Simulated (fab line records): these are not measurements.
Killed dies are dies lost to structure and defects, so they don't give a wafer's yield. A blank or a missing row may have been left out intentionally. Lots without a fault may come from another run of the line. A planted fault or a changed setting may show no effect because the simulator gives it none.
The tool behind it: which one?	flow sky130	24 lots with 72 wafers sampled at 6 steps, on a route of 708 steps

## WHAT EACH GAUGE READ, for each wafer
SKY_METAL2_OVL_MEAS_16. Usual: METAL2_OVL typically reads 2 nm, with standard deviation 6.1.
lot	measured	on	METAL2_OVL (nm)	flag
L074	day 35 04:58	overlay-02	5 5 8	
L075	day 35 10:10	overlay-01	3 -3 -3	
L076	day 35 17:16	overlay-02	5 6 -1	
L077	day 36 02:23	overlay-01	7 8 11	
L078	day 36 08:10	overlay-02	0 12 11	
L079	day 36 15:14	overlay-01	2 -9 -4	
L080	day 38 01:16	overlay-02	6 3 5	
L081	day 38 03:25	overlay-02	-13 -9 3	
L082	day 38 03:46	overlay-02	-7 7 -7	
L083	day 38 04:08	overlay-01	9 -2 9	
L084	day 38 05:05	overlay-01	7 9 -3	
L085	day 38 18:16	overlay-02	3 8 2	
L086	day 38 22:32	overlay-02	1 -6 9	
L088	day 39 08:43	overlay-02	9 -1 4	
L087	day 39 13:37	overlay-02	-2 -5 0	
L089	day 39 20:17	overlay-02	6 4 -8	
L090	day 40 01:41	overlay-02	-3 8 -3	
L091	day 40 08:35	overlay-02	6 2 15	
L092	day 40 16:13	overlay-02	11 5 5	
L093	day 40 18:14	overlay-02	6 -3 3	
L094	day 41 09:47	overlay-01	4 11 9	
L095	day 41 13:04	overlay-02	4 -5 0	
L096	day 41 19:43	overlay-02	-1 9 1	
L097	day 41 21:28	overlay-01	16 0 10	

SKY_VIA3_RS_MEAS_22: uses a four-point probe to measure. Usual: VIA3_W_RS typically reads 0.2929 ohm/sq, with standard deviation 0.0028.
lot	measured	on	VIA3_W_RS (ohm/sq)	flag
L074	day 39 15:30	film_metro-01	0.2937 0.2920 0.2918	
L075	day 39 19:12	film_metro-03	0.2885 0.2907 0.2895	
L076	day 40 10:29	film_metro-03	0.2908 0.2931 0.2946	
L077	day 40 17:31	film_metro-02	0.2889 0.2888 0.2896	
L078	day 40 22:10	film_metro-03	0.2921 0.2896 0.2911	
L079	day 41 01:07	film_metro-03	0.2942 0.2981 0.2952	
L080	day 42 12:14	film_metro-01	0.2921 0.2885 0.2875	
L081	day 42 16:13	film_metro-01	0.2941 0.2910 0.2882	
L082	day 42 18:13	film_metro-03	0.2879 0.2877 0.2914	
L083	day 42 16:49	film_metro-02	0.2927 0.2934 0.2973	
L084	day 42 18:14	film_metro-01	0.2982 0.2922 0.2901	
L085	day 43 00:37	film_metro-01	0.2943 0.2895 0.2968	
L086	day 43 07:16	film_metro-02	0.2922 0.2919 0.2881	
L088	day 43 19:02	film_metro-03	0.2982 0.2986 0.2888	
L087	day 43 22:19	film_metro-02	0.2973 0.2949 0.2980	
L089	day 44 04:06	film_metro-02	0.2929 0.2934 0.2961	
L090	day 44 08:32	film_metro-01	0.2949 0.2923 0.2936	
L091	day 44 12:53	film_metro-01	0.2918 0.2926 0.2931	
L092	day 44 20:46	film_metro-03	0.2954 0.2890 0.2957	
L093	day 44 22:15	film_metro-02	0.2917 0.2861 0.2938	
L094	day 45 11:08	film_metro-03	0.2961 0.2954 0.2942	
L095	day 45 14:44	film_metro-01	0.2911 0.2911 0.2952	
L096	day 45 21:25	film_metro-03	0.2939 0.2938 0.2941	
L097	day 45 22:47	film_metro-02	0.2981 0.2965 0.2952	

SKY_CAP2M_OVL_MEAS_12. Usual: CAP2M_OVL typically reads -0.7 nm, with standard deviation 1.1.
lot	measured	on	CAP2M_OVL (nm)	flag
L074	day 40 20:15	overlay-02	-0.3 -2.5 -0.8	
L075	day 40 23:21	overlay-02	-1.3 -1.6 -0.4	
L076	day 41 10:21	overlay-01	-0.7 1.1 -1.1	
L077	day 41 18:03	overlay-01	-1.5 0.5 -0.9	
L078	day 41 23:15	overlay-02	-0.1 -0.5 -0.7	
L079	day 42 02:13	overlay-01	-1.1 -2.5 -0.2	
L080	day 43 12:21	overlay-02	0.8 1.6 0.6	
L081	day 43 15:51	overlay-02	-1.8 0.0 -2.4	
L082	day 43 18:06	overlay-02	-1.9 -1.0 -0.8	
L083	day 43 16:31	overlay-02	1.3 0.2 1.2	
L084	day 43 18:25	overlay-01	0.5 -1.3 0.0	
L085	day 43 23:23	overlay-01	-2.0 -0.3 -0.5	
L086	day 44 06:43	overlay-01	-0.7 -1.1 -1.8	
L088	day 44 18:13	overlay-01	-2.1 -0.5 -0.9	
L087	day 44 20:53	overlay-01	-0.8 -2.0 0.9	
L089	day 45 02:55	overlay-02	0.2 -1.6 0.2	
L090	day 45 06:18	overlay-02	1.4 -0.1 0.9	
L091	day 45 10:56	overlay-02	-0.1 -1.1 -0.4	
L092	day 45 19:21	overlay-02	-0.3 -1.6 -3.4	
L093	day 45 20:22	overlay-02	0.1 -0.2 1.6	
L094	day 46 09:12	overlay-01	-0.4 -1.5 0.8	
L095	day 46 12:29	overlay-01	-2.2 -2.7 -2.1	
L096	day 46 19:03	overlay-01	0.7 -0.2 -0.4	
L097	day 46 19:34	overlay-01	-1.6 -1.4 -2.6	

## EACH LOT AND THE TOOL THAT RAN IT (in order: tool; ch and the chambers of the sampled wafers; start)
lot	SKY_VIA1_STRIP_16	SKY_VIA2_CMP_02	SKY_METAL3_METAL_ETCH_18
L074	plasma_asher-01 ch 0,1, day 34 01:46	cmp-01 ch 0,2,3, day 35 06:01	rie_metal-03 ch 0, day 38 13:43
L075	plasma_asher-03 ch 0, day 34 05:50	cmp-01 ch 0,2, day 35 11:30	rie_metal-02 ch 1, day 38 19:48
L076	plasma_asher-01 ch 0,1, day 34 12:53	cmp-01 ch 0,1,2, day 35 18:16	rie_metal-03 ch 1, day 39 02:08
L077	plasma_asher-01 ch 0,1, day 34 22:44	cmp-02 ch 0,2,3, day 36 03:40	rie_metal-01 ch 0,1, day 39 10:47
L078	plasma_asher-03 ch 0,1, day 35 03:56	cmp-02 ch 0,1,2, day 36 09:13	rie_metal-02 ch 0, day 39 15:07
L079	plasma_asher-03 ch 0,1, day 35 11:37	cmp-01 ch 0,1,2, day 36 16:24	rie_metal-02 ch 0, day 39 20:56
L080	plasma_asher-03 ch 0,1, day 36 22:26	cmp-02 ch 0,2,3, day 38 02:19	rie_metal-02 ch 0,1, day 41 10:12
L081	plasma_asher-03 ch 0,1, day 36 23:35	cmp-02 ch 0,1,3, day 38 04:34	rie_metal-03 ch 0,1, day 41 13:33
L082	plasma_asher-01 ch 0,1, day 36 23:47	cmp-02 ch 0,1, day 38 04:49	rie_metal-01 ch 0,1, day 41 15:46
L083	plasma_asher-02 ch 0,1, day 37 00:10	cmp-01 ch 2,3, day 38 05:14	rie_metal-02 ch 0,1, day 41 14:34
L084	plasma_asher-01 ch 0,1, day 37 01:28	cmp-01 ch 1,2,3, day 38 06:21	rie_metal-03 ch 0,1, day 41 16:11
L085	plasma_asher-03 ch 0,1, day 37 15:11	cmp-01 ch 0,1,3, day 38 19:23	rie_metal-03 ch 0,1, day 41 22:22
L086	plasma_asher-01 ch 0,1, day 37 19:29	cmp-01 ch 0,2, day 39 05:23	rie_metal-01 ch 0,1, day 42 05:33
L088	plasma_asher-01 ch 0,1, day 38 06:45	cmp-01 ch 1,2, day 39 16:02	rie_metal-02 ch 0,1, day 42 17:22
L087	plasma_asher-01 ch 0,1, day 38 12:35	cmp-01 ch 0,1,3, day 39 18:59	rie_metal-01 ch 0,1, day 42 21:18
L089	plasma_asher-01 ch 0,1, day 38 21:08	cmp-01 ch 2,3, day 39 23:29	rie_metal-01 ch 0,1, day 43 02:16
L090	plasma_asher-03 ch 0,1, day 38 21:16	cmp-01 ch 1,3, day 40 03:57	rie_metal-02 ch 0,1, day 43 07:36
L091	plasma_asher-03 ch 0,1, day 39 01:21	cmp-01 ch 0,1, day 40 09:38	rie_metal-01 ch 0,1, day 43 11:19
L092	plasma_asher-03 ch 0,1, day 39 10:16	cmp-01 ch 0,1,3, day 40 17:22	rie_metal-02 ch 0,1, day 43 19:42
L093	plasma_asher-02 ch 0,1, day 39 13:02	cmp-01 ch 0,2,3, day 40 19:44	rie_metal-01 ch 0,1, day 43 21:09
L094	plasma_asher-01 ch 0,1, day 40 08:14	cmp-02 ch 1,2,3, day 41 10:47	rie_metal-03 ch 0,1, day 44 10:48
L095	plasma_asher-01 ch 0,1, day 40 11:13	cmp-01 ch 0,1,2, day 41 14:12	rie_metal-03 ch 1, day 44 14:18
L096	plasma_asher-02 ch 0,1, day 40 17:43	cmp-02 ch 1,3, day 41 20:43	rie_metal-01 ch 0,1, day 44 20:33
L097	plasma_asher-01 ch 0,1, day 40 20:22	cmp-01 ch 0,1,3, day 41 22:30	rie_metal-02 ch 0,1, day 44 21:43
- SKY_VIA1_STRIP_16: strips in O2/N2.
- SKY_VIA2_CMP_02: polishes SiO2.
- SKY_METAL3_METAL_ETCH_18: etches the open film in Cl2/BCl3, stops on SiO2, target depth 845 nm, time 183.1 s.

## AS READ BY THE TOOLS THEMSELVES (means over the sampled wafers that have a number; for cases with no such wafer, the mark the record gives instead)
SKY_VIA1_STRIP_16. Usual: drypump_motor_current_A 5.6 A, standard deviation 0.31; o2_flow_sccm 2999 sccm, standard deviation 8.9; oes_product_au 0.415 a.u., standard deviation 0.0044; strip_time_to_endpoint_s 4.462 s, standard deviation 0.023.
lot	tool	drypump_motor_current_A (A)	o2_flow_sccm (sccm)	oes_product_au (a.u.)	strip_time_to_endpoint_s (s)	flag
L074	plasma_asher-01	5.5	3002	0.413	4.487	
L075	plasma_asher-03	6.0	2998	0.414	4.458	
L076	plasma_asher-01	5.5	2996	0.414	4.468	
L077	plasma_asher-01	5.5	3002	0.415	4.467	
L078	plasma_asher-03	5.9	2995	0.418	4.492	
L079	plasma_asher-03	5.9	3005	0.418	4.480	
L080	plasma_asher-03	5.7	2993	0.413	4.495	
L081	plasma_asher-03	5.7	3006	0.414	4.453	
L082	plasma_asher-01	5.5	2995	0.414	4.497	
L083	plasma_asher-02	5.1	3001	0.413	4.429	
L084	plasma_asher-01	5.5	2987	0.420	4.465	
L085	plasma_asher-03	5.7	2997	0.416	4.443	
L086	plasma_asher-01	5.5	2996	0.421	4.472	
L088	plasma_asher-01	5.5	3004	0.414	4.461	
L087	plasma_asher-01	5.5	2999	0.412	4.458	
L089	plasma_asher-01	5.5	2993	0.413	4.419	
L090	plasma_asher-03	5.7	2996	0.416	4.486	
L091	plasma_asher-03	5.7	2999	0.411	4.448	
L092	plasma_asher-03	5.9	3001	0.416	4.465	
L093	plasma_asher-02	5.5	2995	0.414	4.448	
L094	plasma_asher-01	5.5	2999	0.421	4.445	
L095	plasma_asher-01	5.5	3004	0.418	4.476	
L096	plasma_asher-02	5.5	2993	0.409	4.436	
L097	plasma_asher-01	5.5	2995	0.414	4.451	

SKY_VIA2_CMP_02. Usual: motor_current_A reads 11.7 A (standard deviation 0.94).
lot	tool	motor_current_A (A)	flag
L074	cmp-01	12.6	
L075	cmp-01	12.3	
L076	cmp-01	12.4	
L077	cmp-02	12.0	
L078	cmp-02	11.0	
L079	cmp-01	11.8	
L080	cmp-02	11.5	
L081	cmp-02	11.7	
L082	cmp-02	11.2	
L083	cmp-01	12.6	
L084	cmp-01	11.7	
L085	cmp-01	11.7	
L086	cmp-01	12.2	
L088	cmp-01	11.9	
L087	cmp-01	11.5	
L089	cmp-01	12.3	
L090	cmp-01	11.4	
L091	cmp-01	11.3	
L092	cmp-01	11.7	
L093	cmp-01	11.9	
L094	cmp-02	11.0	
L095	cmp-01	11.5	
L096	cmp-02	11.5	
L097	cmp-01	11.2	

SKY_METAL3_METAL_ETCH_18. Usual: bcl3_flow_sccm 29.99 sccm, standard deviation 0.098; drypump_motor_current_A 5.6 A, standard deviation 0.34; oes_product_au 0.866 a.u., standard deviation 0.0061; throttle_valve_pct 22.263 %, standard deviation 0.0089.
lot	tool	bcl3_flow_sccm (sccm)	drypump_motor_current_A (A)	oes_product_au (a.u.)	throttle_valve_pct (%)	flag
L074	rie_metal-03	30.12	5.5	0.873	22.267	
L075	rie_metal-02	29.96	5.1	0.865	22.269	
L076	rie_metal-03	30.08	5.2	0.872	22.270	
L077	rie_metal-01	29.97	5.9	0.868	22.264	
L078	rie_metal-02	29.95	6.0	0.867	22.270	
L079	rie_metal-02	29.89	5.9	0.862	22.261	
L080	rie_metal-02	29.87	5.4	0.861	22.277	
L081	rie_metal-03	30.00	5.4	0.864	22.263	
L082	rie_metal-01	30.08	5.8	0.862	22.249	
L083	rie_metal-02	29.97	5.4	0.870	22.254	
L084	rie_metal-03	30.00	5.4	0.868	22.267	
L085	rie_metal-03	30.09	5.4	0.863	22.272	
L086	rie_metal-01	29.87	5.9	0.862	22.260	
L088	rie_metal-02	29.91	5.7	0.864	22.270	
L087	rie_metal-01	29.98	5.8	0.861	22.256	
L089	rie_metal-01	30.02	5.8	0.858	22.272	
L090	rie_metal-02	29.94	5.4	0.869	22.262	
L091	rie_metal-01	30.09	5.8	0.879	22.260	
L092	rie_metal-02	30.05	5.4	0.866	22.261	
L093	rie_metal-01	29.94	5.9	0.861	22.259	
L094	rie_metal-03	29.94	5.4	0.861	22.261	
L095	rie_metal-03	30.12	5.2	0.858	22.270	
L096	rie_metal-01	29.94	5.8	0.870	22.256	
L097	rie_metal-02	29.94	5.4	0.869	22.267	

## THE ANSWER, worked out from the rows above alone
Rule: take the mean of a lot's wafers that have a number; if it is more than 3 standard deviations from the usual mean, the lot is off. A lot without any number at a reading at which 4 lots or more have one is off too. Where the step has rows for the other lots, those lots are counted as sound. First the gauges in route order, then the tools' own readings, where a lot's mean is used as printed above. The first step at which some lot is off is used, and at that step the reading that is off furthest; a lot without a number counts as furthest.
Across all readings shown, no lot is off: no conclusion can be drawn from this.

## WHAT WAS PUT IN BY THE SIMULATOR
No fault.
